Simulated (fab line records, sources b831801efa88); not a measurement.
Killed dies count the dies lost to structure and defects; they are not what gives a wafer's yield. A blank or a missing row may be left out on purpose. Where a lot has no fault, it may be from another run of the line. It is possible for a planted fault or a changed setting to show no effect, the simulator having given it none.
Split-lot study | flow sfqLine | route with 325 steps; 5 lots, 23 wafers read

THE SPLIT ITSELF
At SFQ_TRILAYER_I6_VIA_LITHO_PEB_172 (peb time 60 s), the setting pebTimeS was moved away from the recipe's 60 s on 7 of the 23 wafers read, by -10.8% to +8.8%. This setting was run at the recipe's value on the other wafers.

No step appears in the file between the split and the reading.

THE READING
I6.cdNm (the simulator's own value, which no gauge read), in nm, at SFQ_TRILAYER_I6_VIA_BARC_OPEN_VIA_ETCH_235 (etches BARC in O2, target depth 125 nm, time 41.7 s). The file does not state a usual value for it. The 16 wafers here that ran the recipe average 700.1 nm, standard deviation 1.5 nm.

wafer  | tool, chamber at the split | pebTimeS as run, s | against the recipe | I6.cdNm, nm | against lot-mates on the recipe
L076.2 | lithoTrack-01, 0           | 60                 | recipe             | 699.9       | -
L076.3 | lithoTrack-01, 0           | 65.27              | +8.8%              | 710         | +10.8
L076.4 | lithoTrack-01, 0           | 60                 | recipe             | 699         | -
L076.5 | lithoTrack-01, 0           | 65.27              | +8.8%              | 712.3       | +13.1
L076.6 | lithoTrack-01, 0           | 60                 | recipe             | 698.7       | -
L077.1 | lithoTrack-01, 0           | 60                 | recipe             | 698.5       | -
L077.2 | lithoTrack-01, 0           | 60                 | recipe             | 698.9       | -
L077.3 | lithoTrack-01, 0           | 56.86              | -5.2%              | 690.2       | -8.5
L077.4 | lithoTrack-01, 0           | 56.86              | -5.2%              | 688.6       | -10.1
L077.6 | lithoTrack-01, 0           | 56.86              | -5.2%              | 689.9       | -8.8
L079.2 | lithoTrack-03, 0           | 60                 | recipe             | 697.5       | -
L079.4 | lithoTrack-03, 0           | 60                 | recipe             | 699         | -
L079.6 | lithoTrack-03, 0           | 60                 | recipe             | 701.1       | -
L082.1 | lithoTrack-04, 0           | 60                 | recipe             | 702.5       | -
L082.3 | lithoTrack-04, 0           | 60                 | recipe             | 702.7       | -
L082.4 | lithoTrack-04, 0           | 60                 | recipe             | 701.2       | -
L082.5 | lithoTrack-04, 0           | 60                 | recipe             | 700.8       | -
L082.6 | lithoTrack-04, 0           | 60                 | recipe             | 701.1       | -
L084.1 | lithoTrack-03, 0           | 60                 | recipe             | 700.7       | -
L084.2 | lithoTrack-03, 0           | 60                 | recipe             | 701.9       | -
L084.3 | lithoTrack-03, 0           | 53.54              | -10.8%             | 682.2       | -18.1
L084.4 | lithoTrack-03, 0           | 53.54              | -10.8%             | 684.2       | -16.1
L084.5 | lithoTrack-03, 0           | 60                 | recipe             | 698.3       | -

THE FIT
A straight line over all 23 wafers: I6.cdNm changes by +1.52 nm for each +1% of pebTimeS; r = +0.97; the points scatter about the line by 1.8 nm.
The same after taking each lot's own level away (the mean of its wafers on the recipe; 23 wafers): +1.53 nm for each +1%; r = +0.99; scatter 1.2 nm.
According to that fit, moving pebTimeS by its largest amount changes the reading by 16 nm.
Across the lots, their own levels run from 698.70 to 701.66 nm, a range of 1.9 times the standard deviation given above.
Hence the lot-to-lot level has little effect on the slope; both slopes agree.
Check: with one of the wafers moved furthest among these (-10.8%) left out of the fit, the line predicts -16.3 nm for it against its lot-mates. It came out at -18.1 nm against them.

OTHER SPLITS APPLIED TO THESE WAFERS
Other splits were also applied to these wafers ahead of the reading. Each is held against what the fit with the lots' levels taken away leaves over:
other split on the same wafers                 | wafers away from the commonest value | r with I6.cdNm (lot level and that fit taken away)
SFQ_TRILAYER_C5_LITHO_EXPOSE_152 doseMj        | 10                                   | +0.26
SFQ_TRILAYER_M6_LITHO_COAT_159 spinRpm         | 10                                   | -0.14
SFQ_TRILAYER_M6_BARC_OPEN_METAL_ETCH_206 timeS | 8                                    | +0.00

FILE'S OWN FIT
I6.cdNm changes by +1.53 nm for each +1% of pebTimeS, r = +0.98.
